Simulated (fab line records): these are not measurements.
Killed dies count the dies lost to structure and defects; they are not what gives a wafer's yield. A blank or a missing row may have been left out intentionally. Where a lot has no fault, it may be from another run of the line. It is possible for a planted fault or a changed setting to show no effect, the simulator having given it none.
Which of the tools did it?    flow gf180mcu    39 wafers from 13 lots sampled at 3 of the route's 602 steps

## WHAT EACH GAUGE READ, for each wafer
GF_CONTACT_THK_MEAS_03. Usual: CONTACT_CVD_02_THK 861 nm, standard deviation 11.
lot   measured      on             CONTACT_CVD_02_THK (nm)  flag
L796  day 15 09:37  film metro-03  847 867 884              
L800  day 16 11:00  film metro-01  865 864 859              
L801  day 16 19:41  film metro-02  862 875 863              
L802  day 17 04:44  film metro-02  850 869 868              
L803  day 17 16:35  film metro-01  867 875 886              
L805  day 18 08:17  film metro-02  851 851 877              
L807  day 19 00:59  film metro-03  856 877 869              
L808  day 19 09:03  film metro-03  865 857 862              
L809  day 19 19:29  film metro-02  867 864 874              
L815  day 22 01:37  film metro-03  854 857 859              
L816  day 22 04:47  film metro-03  833 855 855              
L817  day 22 15:10  film metro-01  860 868 869              
L818  day 22 20:43  film metro-02  850 849 861              

## WHICH TOOL RAN EACH LOT (tool, then ch and the chambers of the sampled wafers, then the start)
lot   GF_STI_ETCH_14                   GF_DUAL_GATE_STRIP_13
L796  rie si-01 ch 2,3, day 2 04:51    plasma asher-02 ch 0,1, day 8 12:58
L800  rie si-02 ch 2,3, day 2 21:57    plasma asher-03 ch 0,1, day 9 08:02
L801  rie si-02 ch 1,2,3, day 3 03:27  plasma asher-02 ch 0,1, day 9 16:05
L802  rie si-01 ch 1,2,3, day 3 07:42  plasma asher-01 ch 1, day 9 22:25
L803  rie si-01 ch 1,2,3, day 3 14:46  plasma asher-02 ch 0,1, day 10 07:55
L805  rie si-01 ch 0,2,3, day 4 00:02  plasma asher-02 ch 0,1, day 10 20:34
L807  rie si-02 ch 0,1,2, day 4 08:57  plasma asher-01 ch 0,1, day 11 09:04
L808  rie si-01 ch 0,2,3, day 4 15:56  plasma asher-01 ch 0,1, day 11 16:34
L809  rie si-01 ch 0,1,3, day 4 21:53  plasma asher-01 ch 0,1, day 12 00:07
L815  rie si-01 ch 0,2,3, day 6 03:23  plasma asher-02 ch 0, day 13 18:40
L816  rie si-02 ch 0,3, day 6 08:17    plasma asher-03 ch 0,1, day 13 23:51
L817  rie si-01 ch 2,3, day 6 13:26    plasma asher-02 ch 0,1, day 14 08:22
L818  rie si-01 ch 0,2,3, day 6 18:41  plasma asher-02 ch 0,1, day 14 14:27
- GF_STI_ETCH_14: etches Si in HBr/Cl2/O2, target depth 360 nm, time 102.9 s.
- GF_DUAL_GATE_STRIP_13: strips in O2/N2.

## AS READ BY THE TOOLS THEMSELVES (means over the sampled wafers that have a number; for cases with no such wafer, the mark the record gives instead)
GF_STI_ETCH_14. Usual: drypump motor current A 5.58 A, standard deviation 0.25; oes product au 1.000 a.u., standard deviation 0.0079; throttle valve pct 25.656 %, standard deviation 0.011.
lot   tool       drypump motor current A (A)  oes product au (a.u.)  throttle valve pct (%)  flag
L796  rie si-01  5.28                         0.995                  25.650                  
L800  rie si-02  5.88                         0.994                  25.658                  
L801  rie si-02  5.71                         1.001                  25.663                  
L802  rie si-01  5.44                         0.998                  25.659                  
L803  rie si-01  5.46                         0.995                  25.654                  
L805  rie si-01  5.39                         1.001                  25.651                  
L807  rie si-02  5.69                         1.004                  25.648                  
L808  rie si-01  5.39                         1.009                  25.651                  
L809  rie si-01  5.57                         0.997                  25.654                  
L815  rie si-01  5.39                         0.997                  25.660                  
L816  rie si-02  5.85                         0.986                  25.668                  
L817  rie si-01  5.27                         1.004                  25.668                  
L818  rie si-01  5.41                         1.003                  25.655                  

GF_DUAL_GATE_STRIP_13. Usual: drypump motor current A 5.8 A, standard deviation 0.55; heater power w 345 W, standard deviation 27; oes product au 0.716 a.u., standard deviation 0.0043; strip time to endpoint s 12.62 s, standard deviation 0.033.
lot   tool             drypump motor current A (A)  heater power w (W)  oes product au (a.u.)  strip time to endpoint s (s)  flag
L796  plasma asher-02  6.0                          346                 0.720                  12.60                         
L800  plasma asher-03  5.6                          352                 0.719                  12.59                         
L801  plasma asher-02  6.0                          341                 0.709                  12.66                         
L802  plasma asher-01  5.4                          376                 0.717                  12.62                         
L803  plasma asher-02  6.3                          356                 0.716                  12.59                         
L805  plasma asher-02  6.3                          356                 0.713                  12.64                         
L807  plasma asher-01  5.3                          348                 0.718                  12.56                         
L808  plasma asher-01  5.2                          320                 0.712                  12.72                         OFF
L809  plasma asher-01  5.2                          319                 0.711                  12.73                         OFF
L815  plasma asher-02  6.7                          369                 0.716                  12.68                         
L816  plasma asher-03  5.7                          356                 0.715                  12.60                         
L817  plasma asher-02  6.0                          343                 0.717                  12.61                         
L818  plasma asher-02  6.0                          340                 0.719                  12.65                         

## THE ANSWER, worked out from the rows above alone
Rule: take the mean of a lot's wafers that have a number; if it is more than 3 standard deviations from the usual mean, the lot is off. Also off: a lot with no number at a reading for which 4 or more lots have one. All remaining lots with rows at the step are treated as sound. First the gauges in route order, then the tools' own readings, where a lot's mean is used as printed above. At the first step where some lot is off, the reading lying furthest off is the one used; lots without a number count as furthest.
Off: L808, L809, at GF_DUAL_GATE_STRIP_13 (strip time to endpoint s).
If a tool, at that step or one of the process steps before it, ran each lot that is off and ran no sound lot following the first of them, it fits. One fits: plasma asher-01 at GF_DUAL_GATE_STRIP_13. Its last sound lot is L807 (day 11 09:04), its first lot that is off L808 (day 11 16:34): a fault that began between those two fits.

## WHAT THE SIMULATOR PUT IN
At GF_DUAL_GATE_STRIP_13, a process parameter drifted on plasma asher-01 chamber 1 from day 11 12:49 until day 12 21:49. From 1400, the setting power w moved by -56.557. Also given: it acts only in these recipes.
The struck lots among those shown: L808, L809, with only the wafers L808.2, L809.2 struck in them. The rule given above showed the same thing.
